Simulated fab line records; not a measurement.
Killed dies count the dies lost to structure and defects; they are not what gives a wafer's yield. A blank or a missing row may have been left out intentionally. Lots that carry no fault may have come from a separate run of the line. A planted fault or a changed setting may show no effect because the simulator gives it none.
The tool behind it: which one? :: flow sky130 :: 12 lots with 36 wafers sampled at 2 steps, on a route of 708 steps

WHAT EACH GAUGE READ, for each wafer
SKY_VIA1_CD_MEAS_12: target cd 150 nm. Usual: cd nm 150.1 nm, standard deviation 1.7.
lot: L809
measured: day 34 03:17
on: cd sem-01
cd nm (nm): 153.1 150.9 153.0
flag: 

lot: L811
measured: day 35 05:06
on: cd sem-02
cd nm (nm): 149.4 151.2 150.6
flag: 

lot: L812
measured: day 35 12:10
on: cd sem-02
cd nm (nm): 150.0 149.8 148.7
flag: 

lot: L814
measured: day 35 18:44
on: cd sem-01
cd nm (nm): 146.8 147.3 148.7
flag: 

lot: L816
measured: day 36 12:25
on: cd sem-02
cd nm (nm): 148.6 147.4 147.7
flag: 

lot: L818
measured: day 37 00:58
on: cd sem-01
cd nm (nm): 149.6 148.5 149.3
flag: 

lot: L826
measured: day 39 10:41
on: cd sem-01
cd nm (nm): 148.2 148.3 149.3
flag: 

lot: L827
measured: day 39 21:13
on: cd sem-02
cd nm (nm): 149.8 150.6 149.4
flag: 

lot: L829
measured: day 40 05:35
on: cd sem-02
cd nm (nm): 152.3 150.4 150.8
flag: 

lot: L828
measured: day 40 07:38
on: cd sem-02
cd nm (nm): 154.3 152.4 151.4
flag: 

lot: L831
measured: day 42 01:32
on: cd sem-02
cd nm (nm): 149.7 152.0 150.3
flag: 

lot: L830
measured: day 42 05:31
on: cd sem-01
cd nm (nm): 149.0 148.6 147.4
flag: 

WHAT TOOL EACH LOT RAN ON (gives the tool, then ch and the chambers of the sampled wafers, and finally the start)
lot: L809
SKY_METAL1_DESCUM_17: rie metal-03 ch 0,1, day 32 23:30

lot: L811
SKY_METAL1_DESCUM_17: rie metal-02 ch 1, day 34 01:33

lot: L812
SKY_METAL1_DESCUM_17: rie metal-01 ch 0,1, day 34 09:01

lot: L814
SKY_METAL1_DESCUM_17: rie metal-01 ch 0,1, day 34 15:23

lot: L816
SKY_METAL1_DESCUM_17: rie metal-02 ch 0,1, day 35 09:03

lot: L818
SKY_METAL1_DESCUM_17: rie metal-01 ch 0,1, day 35 21:53

lot: L826
SKY_METAL1_DESCUM_17: rie metal-01 ch 0,1, day 38 07:56

lot: L827
SKY_METAL1_DESCUM_17: rie metal-03 ch 0, day 38 18:21

lot: L829
SKY_METAL1_DESCUM_17: rie metal-03 ch 0,1, day 39 03:35

lot: L828
SKY_METAL1_DESCUM_17: rie metal-02 ch 0,1, day 39 04:58

lot: L831
SKY_METAL1_DESCUM_17: rie metal-01 ch 0,1, day 41 00:19

lot: L830
SKY_METAL1_DESCUM_17: rie metal-01 ch 0,1, day 41 05:25
- SKY_METAL1_DESCUM_17: chemistry O2, time 8 s.

WHAT THE TOOLS THEMSELVES READ (means of the sampled wafers that have a number; where no wafer has one, the mark that the record gives instead)
SKY_METAL1_DESCUM_17. Usual: drypump motor current A 5.7 A, standard deviation 0.31; oes product au 1.003 a.u., standard deviation 0.0092.
lot: L809
tool: rie metal-03
drypump motor current A (A): 5.8
oes product au (a.u.): 1.001
flag: 

lot: L811
tool: rie metal-02
drypump motor current A (A): 5.4
oes product au (a.u.): 1.004
flag: 

lot: L812
tool: rie metal-01
drypump motor current A (A): 5.9
oes product au (a.u.): 1.002
flag: 

lot: L814
tool: rie metal-01
drypump motor current A (A): 5.9
oes product au (a.u.): 1.004
flag: 

lot: L816
tool: rie metal-02
drypump motor current A (A): 5.9
oes product au (a.u.): 1.002
flag: 

lot: L818
tool: rie metal-01
drypump motor current A (A): 5.9
oes product au (a.u.): 1.001
flag: 

lot: L826
tool: rie metal-01
drypump motor current A (A): 5.9
oes product au (a.u.): 1.002
flag: 

lot: L827
tool: rie metal-03
drypump motor current A (A): 5.5
oes product au (a.u.): 0.999
flag: 

lot: L829
tool: rie metal-03
drypump motor current A (A): 5.6
oes product au (a.u.): 1.001
flag: 

lot: L828
tool: rie metal-02
drypump motor current A (A): 5.9
oes product au (a.u.): 1.003
flag: 

lot: L831
tool: rie metal-01
drypump motor current A (A): 5.9
oes product au (a.u.): 1.004
flag: 

lot: L830
tool: rie metal-01
drypump motor current A (A): 6.0
oes product au (a.u.): 1.002
flag: 

THE ANSWER, worked out from the rows above alone
Rule: a lot counts as off when the mean over its wafers that have a number is more than 3 standard deviations away from the usual mean. Also off: a lot with no number at a reading for which 4 or more lots have one. Where the step has rows for the other lots, those lots are counted as sound. Order of review: gauges by route order, followed by the tools' own readings, for which a lot's mean as printed above is used. The first step at which some lot is off is used, and at that step the reading that is off furthest; a lot without a number counts as furthest.
No lot is off on any of the readings shown, so nothing can be concluded from this.

WHAT WAS PUT IN BY THE SIMULATOR
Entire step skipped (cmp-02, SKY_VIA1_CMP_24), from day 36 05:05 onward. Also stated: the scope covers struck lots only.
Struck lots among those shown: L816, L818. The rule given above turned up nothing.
